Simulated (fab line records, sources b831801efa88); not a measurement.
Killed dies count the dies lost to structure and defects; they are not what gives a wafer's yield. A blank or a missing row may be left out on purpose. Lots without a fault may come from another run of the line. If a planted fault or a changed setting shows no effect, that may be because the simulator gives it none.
Matching of chambers -- flow gf180mcu -- GF_V1_CMP_26 on cmp-01 has 4 sister chambers
The step polishes, stops on SiO2, t overpolish 15 s, target thk 0 nm. 8 wafers are shown with their chamber, then 8 later ones without.

== WAFERS PAIRED WITH THEIR CHAMBERS ==
wafer,chamber,motorCurrentA (A),timeToEndpointS (s)
L616.6,2,12.0,82
L619.6,3,11.9,78
L624.6,0,10.5,83
L625.2,3,12.6,72
L625.3,2,12.1,76
L625.4,1,10.8,83
L629.2,0,10.7,82
L629.5,1,11.3,82

== WAFERS WITH NO CHAMBER GIVEN ==
wafer,motorCurrentA (A),timeToEndpointS (s)
L629.6,12.5,79
L630.3,10.1,86
L630.4,11.5,75
L630.6,10.2,85
L631.2,13.0,80
L631.3,12.0,78
L631.4,11.1,85
L634.5,12.5,80

== EACH ONE'S CHAMBER ==
wafer,from the rows above,in truth
L629.6,can't be placed: 2 or 3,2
L630.3,can't be placed: 0 or 1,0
L630.4,can't be placed: 2 or 3 or 1 or 0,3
L630.6,can't be placed: 0 or 1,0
L631.2,can't be placed: 3 or 2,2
L631.3,can't be placed: 2 or 3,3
L631.4,can't be placed: 1 or 0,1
L634.5,can't be placed: 2 or 3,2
Correctly placed: 0 of 8. Can't be placed from these rows: 8 (the true chamber is among the candidates in 8). 0 placed wrongly.
How it was worked out, from the rows above alone: a wafer's distance from a chamber is the root of the sum, over the readings, of the square of ((its reading less the chamber's mean) divided by the reading's scatter). If the next closest chamber is less than 2 further off than the closest, the wafer can't be placed; otherwise it belongs to the closest. The mean given for a chamber averages the wafers shown for that chamber. The scatter: the root of (the sum of the squares of (reading less its chamber's mean) over the shown wafers, divided by (wafers less chambers)).
